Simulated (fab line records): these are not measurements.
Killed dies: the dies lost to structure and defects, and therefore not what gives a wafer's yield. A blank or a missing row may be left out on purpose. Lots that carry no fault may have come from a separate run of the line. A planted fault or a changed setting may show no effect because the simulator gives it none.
What tool caused it? | flow gf180mcu | 39 wafers from 13 lots sampled at 3 of the route's 602 steps

WHAT EACH GAUGE READ, for each wafer
GF_VT_IMPLANT_OVL_MEAS_07.
lot  | measured     | on         | VT_IMPLANT_OVL (nm)
L360 | day 5 15:27  | overlay-02 | -2.5 -1.1 -1.9
L362 | day 6 03:52  | overlay-02 | -1.1 -1.3 -2.6
L363 | day 6 11:16  | overlay-02 | -1.4 -0.4 -0.9
L364 | day 6 17:57  | overlay-01 | 2.1 0.7 1.0
L365 | day 6 22:00  | overlay-01 | -0.5 -2.9 0.5
L367 | day 7 14:43  | overlay-02 | -0.6 0.3 1.3
L368 | day 7 20:40  | overlay-01 | 1.8 -0.5 1.1
L371 | day 8 10:07  | overlay-01 | -1.7 0.4 -1.3
L373 | day 9 01:15  | overlay-01 | -1.0 -1.2 -1.3
L374 | day 9 05:17  | overlay-01 | -1.3 1.2 -0.1
L380 | day 10 19:57 | overlay-02 | -1.4 -2.4 -1.0
L381 | day 11 01:51 | overlay-01 | -1.8 -0.3 -1.0
L383 | day 11 16:43 | overlay-02 | -1.3 -1.0 0.6

GF_VT_IMPLANT_OVL_MEAS_18.
lot  | measured     | on         | VT_IMPLANT_01_OVL (nm)
L360 | day 6 06:18  | overlay-01 | 2.1 0.6 1.2
L362 | day 6 19:22  | overlay-02 | -1.0 -1.0 -2.3
L363 | day 7 02:45  | overlay-02 | 1.0 0.9 -1.0
L364 | day 7 10:04  | overlay-02 | -1.9 -0.7 -3.0
L365 | day 7 14:10  | overlay-01 | 0.7 0.8 1.5
L367 | day 8 07:15  | overlay-02 | 1.2 0.9 0.1
L368 | day 8 12:49  | overlay-01 | 1.5 1.0 0.6
L371 | day 9 03:10  | overlay-01 | 2.3 2.0 1.2
L373 | day 9 18:33  | overlay-01 | 0.6 2.4 2.9
L374 | day 9 23:22  | overlay-02 | -1.2 -1.3 -3.3
L380 | day 11 14:57 | overlay-01 | -2.5 -2.7 -4.1
L381 | day 11 21:18 | overlay-01 | 1.2 1.2 1.3
L383 | day 12 12:31 | overlay-02 | -1.7 -1.7 -2.4

EACH LOT AND THE TOOL THAT RAN IT (in order: tool; ch and the chambers of the sampled wafers; start)
lot  | GF_MVSD_STRIP_10
L360 | plasma asher-02 ch 0,1, day 4 11:44
L362 | plasma asher-04 ch 0,1, day 4 22:35
L363 | plasma asher-01 ch 0,1, day 5 05:47
L364 | plasma asher-04 ch 0,1, day 5 11:09
L365 | plasma asher-02 ch 1, day 5 15:17
L367 | plasma asher-02 ch 0,1, day 6 07:26
L368 | plasma asher-04 ch 0,1, day 6 12:43
L371 | plasma asher-02 ch 0,1, day 7 01:52
L373 | plasma asher-04 ch 0,1, day 7 15:47
L374 | plasma asher-04 ch 0,1, day 7 19:31
L380 | plasma asher-04 ch 0,1, day 9 07:23
L381 | plasma asher-02 ch 0,1, day 9 14:17
L383 | plasma asher-01 ch 0,1, day 10 03:04
- GF_MVSD_STRIP_10: strips in O2/N2.

AS READ BY THE TOOLS THEMSELVES (means over the sampled wafers that have a number; for cases with no such wafer, the mark the record gives instead)
GF_MVSD_STRIP_10.
lot  | tool            | chamber pressure mTorr (mTorr) | drypump motor current A (A) | heater power w (W) | n2 flow sccm (sccm) | oes product au (a.u.) | strip time to endpoint s (s)
L360 | plasma asher-02 | 1499.7                         | 5.0                         | 316                | 299.8               | 0.724                 | 37.18
L362 | plasma asher-04 | 1499.6                         | 5.5                         | 328                | 300.1               | 0.723                 | 37.02
L363 | plasma asher-01 | 1500.0                         | 6.2                         | 339                | 299.9               | 0.721                 | 36.85
L364 | plasma asher-04 | 1498.6                         | 5.5                         | 329                | 299.5               | 0.723                 | 37.04
L365 | plasma asher-02 | 1501.1                         | 5.5                         | 354                | 300.5               | 0.722                 | 36.98
L367 | plasma asher-02 | 1499.5                         | 5.0                         | 315                | 299.9               | 0.721                 | 36.99
L368 | plasma asher-04 | 1500.9                         | 5.7                         | 334                | 300.8               | 0.726                 | 36.95
L371 | plasma asher-02 | 1498.7                         | 5.2                         | 337                | 300.7               | 0.720                 | 37.01
L373 | plasma asher-04 | 1498.4                         | 5.5                         | 328                | 300.5               | 0.722                 | 37.08
L374 | plasma asher-04 | 1500.9                         | 5.5                         | 329                | 299.9               | 0.727                 | 36.89
L380 | plasma asher-04 | 1501.0                         | 5.5                         | 330                | 299.8               | 0.725                 | 37.02
L381 | plasma asher-02 | 1500.5                         | 5.0                         | 318                | 299.1               | 0.722                 | 36.98
L383 | plasma asher-01 | 1500.6                         | 6.1                         | 323                | 300.6               | 0.721                 | 36.89

THE ANSWER, worked out from the rows above alone
Rule: the lots themselves supply what counts as usual. Put in order of their means at a reading, lots are off if they are a third of the lots or fewer, leave a main group of 4 or more, and stand apart from it by a gap of 3 or more times the standard deviation of the main group's means; of several such gaps the widest counts. A main group is skipped when, at the precision printed for the reading in the tables above, its means are all equal. A lot without any number at a reading at which 4 lots or more have one is off too. Where the step has rows for the other lots, those lots are counted as sound. After the gauges, taken in route order, come the tools' own readings; for these a lot's mean is taken, as printed above. At the first step where some lot is off, the reading lying furthest off is the one used; lots without a number count as furthest.
No lot is off at any reading shown: from this, nothing can be told.

WHAT WAS PUT IN BY THE SIMULATOR
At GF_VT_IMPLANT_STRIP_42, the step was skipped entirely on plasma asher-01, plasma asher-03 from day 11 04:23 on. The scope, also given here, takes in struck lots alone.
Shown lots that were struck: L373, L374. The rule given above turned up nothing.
